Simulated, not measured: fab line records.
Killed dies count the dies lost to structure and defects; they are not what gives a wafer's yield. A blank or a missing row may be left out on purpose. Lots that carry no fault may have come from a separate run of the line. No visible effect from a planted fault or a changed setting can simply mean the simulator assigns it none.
Chamber matching    flow sky130    SKY_VIA1_CMP_02 on cmp-01 has 4 sister chambers
The step polishes SiO2. 4 wafers are shown with their chamber, then 8 later ones without.

WAFERS WITH THEIR CHAMBER
wafer   chamber  motor-current-A (A)
L924.2  2        12.8
L927.2  3        12.3
L927.3  0        12.1
L928.1  1        11.5

WAFERS WITHOUT THEIR CHAMBER
wafer   motor-current-A (A)
L928.5  11.6
L928.6  12.8
L929.1  11.4
L929.3  12.2
L929.6  11.5
L930.3  12.0
L930.5  11.5
L930.6  11.6

EACH ONE'S CHAMBER
wafer    from the rows above       in truth
L928.5   1                         1
L928.6   2                         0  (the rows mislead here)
L929.1   1                         1
L929.3   can't be placed: 0 or 3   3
L929.6   1                         1
L930.3   0                         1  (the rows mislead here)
L930.5   1                         1
L930.6   1                         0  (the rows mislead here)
4 of 8 placed correctly. These rows do not allow placing 1 (true chamber among the candidates in 1). 3 placed wrongly.
How it was worked out, from the rows above alone: a wafer's distance from a chamber is the root of the sum, over the readings, of the square of ((its reading less the chamber's mean) divided by the reading's scatter). If the next closest chamber is less than 2 further off than the closest, the wafer can't be placed; otherwise it belongs to the closest. A chamber's mean is the mean of its shown wafers. The scatter (one wafer shown for each chamber): square how far every hidden wafer sits from the nearest shown wafer, average those squares and take the square root.
